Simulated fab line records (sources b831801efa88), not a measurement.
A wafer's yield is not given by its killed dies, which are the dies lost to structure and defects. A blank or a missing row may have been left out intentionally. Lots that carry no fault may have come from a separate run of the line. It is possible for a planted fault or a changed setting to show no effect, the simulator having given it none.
fab line records    flow sky130
record: lots: 6  wafers: 18  last-day: 50
route steps=708 shown METAL5@662
lots with no fault: from the same line, run without faults
start-h: hours from the record's first day to the start of the lot's first wafer shown    wait-h: hours from the lot's prior step to this one    " unchanged from the row above    L1.1+2: a single row standing in for several wafers    - no value present, or no start provided    * or withheld: withheld    < > ~ a bound
route shown NAME@n: names a module that has steps shown in the file, with the first one's number in the route    usual: mean and standard deviation over wafers with no fault    same: alike in all rows    chamber/n: place in a boat    sites: per-site readings    _std_site: standard deviation across them    _edge_site: mean of outer sites minus mean of inner sites    radius-mm: for every site, how far away it sits from the centre of the wafer    mask NAME#n: copy n    behind: the most recent tool/chamber to have shaped the wafer    hold: reason for holding the lot/hours on hold/outcome of the hold    device: the transistor (n, p or np) that didn't switch    end of line: the tests these same wafers got at the end of their route    a step with no rows: only its recipe    killed: count of dies lost to structure and defects at first sort (not the wafer's yield)    map: a wafer's dies, marking killed ones x, the rest . and places with no die _
set.NAME: the setting the step ran with; set.NAME@STEP: the setting that earlier step ran with    model.NAME: the simulator's own value behind a step, which no gauge read
a table for each step, a row for each wafer; lots at some steps of the route
services: a tool's chamber out of use, with start hour (start-h, from the record's first day; less than 0 if before it), hours out, and reason
== steps ==
step: SKY_METAL5_SPUTTER_01
recipe: material: TiN  target-thk-nm: 20  power-w: 6500  time-s: 16.7  chamber-pressure-pa: 0.4
usual: chamber-pressure-pa: 0.4000/0.00078  throttle-valve-pct: 29.7/1.4
lot.wafer  tool            chamber  start-h  wait-h  chamber-pressure-pa  throttle-valve-pct
L497.1     pvd-sputter-03  -        1029.14  0.0     0.3990               29.4
L497.5     "               -        "        "       0.3995               27.6
L497.6     "               -        "        "       0.4001               31.0
L498.1     pvd-sputter-03  -        1035.93  0.0     0.4004               31.3
L498.2     "               -        "        "       0.4006               29.7
L498.4     "               -        "        "       0.4002               27.5
L510.1     pvd-sputter-01  -        1113.03  0.0     0.4010               31.4
L510.3     "               -        "        "       0.3986               30.6
L510.6     "               -        "        "       0.4003               30.7
L511.1     pvd-sputter-02  -        1113.93  0.0     0.4011               31.5
L511.4     "               -        "        "       0.4005               29.4
L511.6     "               -        "        "       0.4002               28.8
L515.1     pvd-sputter-02  -        1141.51  0.0     0.3998               31.9
L515.2     "               -        "        "       0.3989               28.7
L515.4     "               -        "        "       0.4007               29.4
L516.1     pvd-sputter-02  -        1144.64  0.0     0.4001               32.1
L516.3     "               -        "        "       0.3991               31.3
L516.6     "               -        "        "       0.3996               31.4
step: SKY_METAL5_SPUTTER_02
recipe: material: AlCu  target-thk-nm: 1150  power-w: 10600  time-s: 61.2  chamber-pressure-pa: 0.4
usual: chamber-pressure-pa: 0.4000/0.00081  throttle-valve-pct: 29.7/1.4
lot.wafer  tool            chamber  start-h  wait-h  chamber-pressure-pa  throttle-valve-pct
L497.1     pvd-sputter-03  -        1029.16  0.0     0.3997               29.8
L497.5     "               -        "        "       0.4011               27.4
L497.6     "               -        "        "       0.3994               31.1
L498.1     pvd-sputter-03  -        1035.96  0.0     0.3991               31.2
L498.2     "               -        "        "       0.3989               29.6
L498.4     "               -        "        "       0.3991               27.5
L510.1     pvd-sputter-01  -        1113.06  0.0     0.4006               31.4
L510.3     "               -        "        "       0.3985               30.9
L510.6     "               -        "        "       0.3990               30.7
L511.1     pvd-sputter-02  -        1113.96  0.0     0.3999               31.4
L511.4     "               -        "        "       0.3997               29.0
L511.6     "               -        "        "       0.4005               28.4
L515.1     pvd-sputter-02  -        1141.53  0.0     0.4007               31.7
L515.2     "               -        "        "       0.3998               28.4
L515.4     "               -        "        "       0.3988               29.3
L516.1     pvd-sputter-02  -        1144.66  0.0     0.4008               31.8
L516.3     "               -        "        "       0.4030               31.4
L516.6     "               -        "        "       0.4019               31.1
step: SKY_METAL5_SPUTTER_03
recipe: material: Ti  target-thk-nm: 5  power-w: 3000  time-s: 3.3  chamber-pressure-pa: 0.4
usual: chamber-pressure-pa: 0.4002/0.00077  throttle-valve-pct: 29.7/1.4
lot.wafer  tool            chamber  start-h  wait-h  chamber-pressure-pa  throttle-valve-pct
L497.1     pvd-sputter-03  -        1029.21  0.0     0.3991               29.6
L497.5     "               -        "        "       0.3998               27.6
L497.6     "               -        "        "       0.4002               31.0
L498.1     pvd-sputter-03  -        1036.01  0.0     0.4004               31.2
L498.2     "               -        "        "       0.3994               29.7
L498.4     "               -        "        "       0.3992               27.2
L510.1     pvd-sputter-01  -        1113.11  0.0     0.4020               31.2
L510.3     "               -        "        "       0.3999               30.3
L510.6     "               -        "        "       0.3999               30.6
L511.1     pvd-sputter-02  -        1114.01  0.0     0.4006               31.6
L511.4     "               -        "        "       0.4000               29.2
L511.6     "               -        "        "       0.4013               28.5
L515.1     pvd-sputter-02  -        1141.58  0.0     0.3993               31.7
L515.2     "               -        "        "       0.3995               28.5
L515.4     "               -        "        "       0.4011               29.3
L516.1     pvd-sputter-02  -        1144.71  0.0     0.3999               31.8
L516.3     "               -        "        "       0.4004               31.0
L516.6     "               -        "        "       0.3994               31.4
step: SKY_METAL5_SPUTTER_04
recipe: material: TiN  target-thk-nm: 70  power-w: 6500  time-s: 58.3  chamber-pressure-pa: 0.4
usual: chamber-pressure-pa: 0.4000/0.00078  throttle-valve-pct: 29.7/1.4
lot.wafer  tool            chamber  start-h  wait-h  chamber-pressure-pa  throttle-valve-pct
L497.1     pvd-sputter-03  -        1029.23  0.0     0.3996               29.5
L497.5     "               -        "        "       0.4010               27.4
L497.6     "               -        "        "       0.3999               31.1
L498.1     pvd-sputter-03  -        1036.03  0.0     0.4003               31.5
L498.2     "               -        "        "       0.3995               29.5
L498.4     "               -        "        "       0.3997               27.6
L510.1     pvd-sputter-01  -        1113.13  0.0     0.4003               31.3
L510.3     "               -        "        "       0.4007               30.7
L510.6     "               -        "        "       0.4015               30.9
L511.1     pvd-sputter-02  -        1114.03  0.0     0.3995               30.9
L511.4     "               -        "        "       0.4001               29.2
L511.6     "               -        "        "       0.3994               28.3
L515.1     pvd-sputter-02  -        1141.60  0.0     0.4011               32.0
L515.2     "               -        "        "       0.3992               28.6
L515.4     "               -        "        "       0.3998               29.5
L516.1     pvd-sputter-02  -        1144.73  0.0     0.4005               31.9
L516.3     "               -        "        "       0.4005               31.2
L516.6     "               -        "        "       0.4010               31.4
step: SKY_METAL5_RS_MEAS_05
recipe: thk-meas-gauge: four-point-probe  reads: TiN_of_METAL5_SPUTTER_04+Ti_of_METAL5_SPUTTER_03+AlCu_of_METAL5_SPUTTER_02+TiN_of_METAL5_SPUTTER_01+Ti_of_METAL5_SPUTTER_00
usual: METAL5_ALCU_RS: 0.02711/0.0003
lot.wafer  tool           chamber  start-h  wait-h  METAL5_ALCU_RS[ohm/sq]
L497.1     film-metro-03  -        1029.28  0.0     0.02708
L497.5     "              -        "        "       0.02724
L497.6     "              -        "        "       0.02696
L498.1     film-metro-02  -        1036.08  0.0     0.02701
L498.2     "              -        "        "       0.02718
L498.4     "              -        "        "       0.02725
L510.1     film-metro-03  -        1113.18  0.0     0.02684
L510.3     "              -        "        "       0.02689
L510.6     "              -        "        "       0.0269
L511.1     film-metro-04  -        1114.08  0.0     0.02728
L511.4     "              -        "        "       0.02736
L511.6     "              -        "        "       0.02712
L515.1     film-metro-03  -        1141.65  0.0     0.02736
L515.2     "              -        "        "       0.02712
L515.4     "              -        "        "       0.02723
L516.1     film-metro-02  -        1144.78  0.0     0.02722
L516.3     "              -        "        "       0.02708
L516.6     "              -        "        "       0.02699
step: SKY_METAL5_THK_MEAS_06
recipe: thk-meas-gauge: xrf  reads: AlCu_of_METAL5_SPUTTER_02
usual: METAL5_ALCU_THK: 1156/14
lot.wafer  tool           chamber  start-h  wait-h  METAL5_ALCU_THK[nm]
L497.1     film-metro-03  -        1029.40  0.1     1152
L497.5     "              -        "        "       1156
L497.6     "              -        "        "       1152
L498.1     film-metro-02  -        1036.20  0.1     1151
L498.2     "              -        "        "       1153
L498.4     "              -        "        "       1153
L510.1     film-metro-03  -        1113.30  0.1     1173
L510.3     "              -        "        "       1168
L510.6     "              -        "        "       1172
L511.1     film-metro-04  -        1114.20  0.1     1150
L511.4     "              -        "        "       1141
L511.6     "              -        "        "       1157
L515.1     film-metro-03  -        1141.77  0.1     1151
L515.2     "              -        "        "       1171
L515.4     "              -        "        "       1159
L516.1     film-metro-02  -        1144.90  0.1     1149
L516.3     "              -        "        "       1153
L516.6     "              -        "        "       1165
step: SKY_METAL5_DEHYDRATE_07
recipe: temp-c: 200  time-s: 60
step: SKY_METAL5_HMDS_08
recipe: prime-time-s: 60  prime-temp-c: 120
step: SKY_METAL5_COAT_09
recipe: resist: NOVOLAK  spin-rpm: 3000  resist-thk-nm: 1800
step: SKY_METAL5_SOFTBAKE_10
recipe: temp-c: 90  time-s: 60  resist: NOVOLAK
step: SKY_METAL5_EXPOSE_11
recipe: mask-id: MM5  na: 0.6  source-shape: conventional  sigma-outer: 0.6  polarization: unpolarized  target-cd-nm: 1600  dose-mj: 190
step: SKY_METAL5_PEB_12
recipe: temp-c: withheld  time-s: *  resist: NOVOLAK
step: SKY_METAL5_DEVELOP_13
recipe: resist: NOVOLAK  developer: TMAH  develop-time-s: 60  dev-temp-c: 23
usual: chill-plate-temp-C: 22.99/0.1  develop-time-s: 60/0
lot.wafer  tool            chamber  start-h  wait-h  chill-plate-temp-C  develop-time-s
L497.1     litho-track-01  0        1052.39  0.1     23.07               60
L497.5     "               0        "        "       23.16               60
L497.6     "               0        "        "       22.95               60
L498.1     litho-track-01  0        1058.74  0.1     22.90               60
L498.2     "               0        "        "       22.91               60
L498.4     "               0        "        "       23.00               60
L510.1     litho-track-03  0        1133.81  0.1     22.90               60
L510.3     "               0        "        "       23.03               60
L510.6     "               0        "        "       22.88               60
L511.1     litho-track-04  0        1134.46  0.1     23.09               60
L511.4     "               0        "        "       23.05               60
L511.6     "               0        "        "       23.00               60
L515.1     litho-track-03  -        1160.56  0.1     -                   -
L515.2     "               -        "        "       -                   -
L515.4     "               -        "        "       -                   -
L516.1     litho-track-01  -        1164.14  0.1     -                   -
L516.3     "               -        "        "       -                   -
L516.6     "               -        "        "       -                   -
step: SKY_METAL5_DESCUM_14
recipe: chemistry: O2  source-power-w: 150  bias-power-w: 0  pressure-mtorr: 10  temp-c: 40  time-s: 11
usual: drypump-motor-current-A: 5.7/0.55  he-backside-leak-sccm: 3.34/0.15  oes-product-au: 0.998/0.0093  rf-fwd-power-W: 147.2/0.84
lot.wafer  tool          chamber  start-h  wait-h  drypump-motor-current-A  he-backside-leak-sccm  oes-product-au  rf-fwd-power-W  rf-hours-counter-h
L497.1     rie-metal-04  1        1052.54  0.1     5.2                      3.36                   0.977           147.8           15
L497.5     "             1        "        "       5.2                      3.33                   0.992           147.3           -
L497.6     "             0        "        "       6.4                      3.39                   0.996           146.2           -
L498.1     rie-metal-02  1        1058.89  0.1     5.0                      3.08                   1.004           148.1           5
L498.2     "             0        "        "       5.9                      3.24                   1.003           146.6           7
L498.4     "             0        "        "       5.9                      3.28                   1.008           146.3           -
L510.1     rie-metal-04  1        1133.96  0.1     5.2                      3.61                   0.993           147.9           22
L510.3     "             0        "        "       6.4                      3.19                   1.011           146.6           -
L510.6     "             1        "        "       5.2                      3.69                   0.993           147.8           -
L511.1     rie-metal-02  1        1134.61  0.1     5.0                      3.00                   0.993           147.5           10
L511.4     "             0        "        "       5.9                      3.30                   1.010           147.3           -
L511.6     "             0        "        "       5.9                      3.41                   1.016           147.0           -
L515.1     rie-metal-02  1        1160.71  0.1     5.0                      3.04                   0.998           146.7           12
L515.2     "             0        "        "       5.9                      3.31                   1.012           146.2           14
L515.4     "             0        "        "       5.9                      3.17                   1.023           146.9           -
L516.1     rie-metal-03  1        1164.29  0.1     6.1                      3.51                   1.002           146.8           24
L516.3     "             0        "        "       5.1                      3.29                   0.993           148.4           -
L516.6     "             0        "        "       5.1                      3.10                   0.999           148.4           -
== services ==
tool            chamber  start-h  hours  kind
pvd-sputter-03  -        1009.19  7.6    repair
rie-metal-03    1        1026.07  1.4    repair
litho-track-03  -        1095.51  -      consumable-replace:filter
pvd-sputter-01  -        1104.77  2.7    repair
rie-metal-03    0        1120.39  -      clean
rie-metal-03    0        1120.39  -      consumable-replace:focus-ring
rie-metal-03    0        1120.39  12.9   scheduled-down
rie-metal-03    0        1120.39  12.9   vent-cycle
pvd-sputter-03  -        1124.91  3.4    repair
litho-track-03  -        1147.20  -      consumable-replace:filter
== key ==
first-sign: step: SKY_METAL5_DEVELOP_13  reading: tool-record  direction: missing
effect none on later readings
met-at SKY_METAL5_DEVELOP_13
struck-wafers L515.1,L515.2,L515.4,L516.1,L516.3,L516.6
later-rows-left-out L515.1,L515.2,L515.4,L516.1,L516.3,L516.6
sort-left-out L515.1,L515.2,L515.4,L516.1,L516.3,L516.6
onset-between 1133.81 1160.56
fault: kind: skipped-step-whole  tool: litho-track-01,litho-track-03  chamber: -  onset-h: 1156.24  steps: SKY_METAL5_DEVELOP_13  scope: struck-lots-only
sort-left-out: the simulated sort isn't trusted on such a fault, so these wafers' sort isn't shown, and their yield isn't known
later-rows-left-out: the simulator's readings of these wafers behind a module that went badly wrong aren't trusted and aren't shown, but for the sort
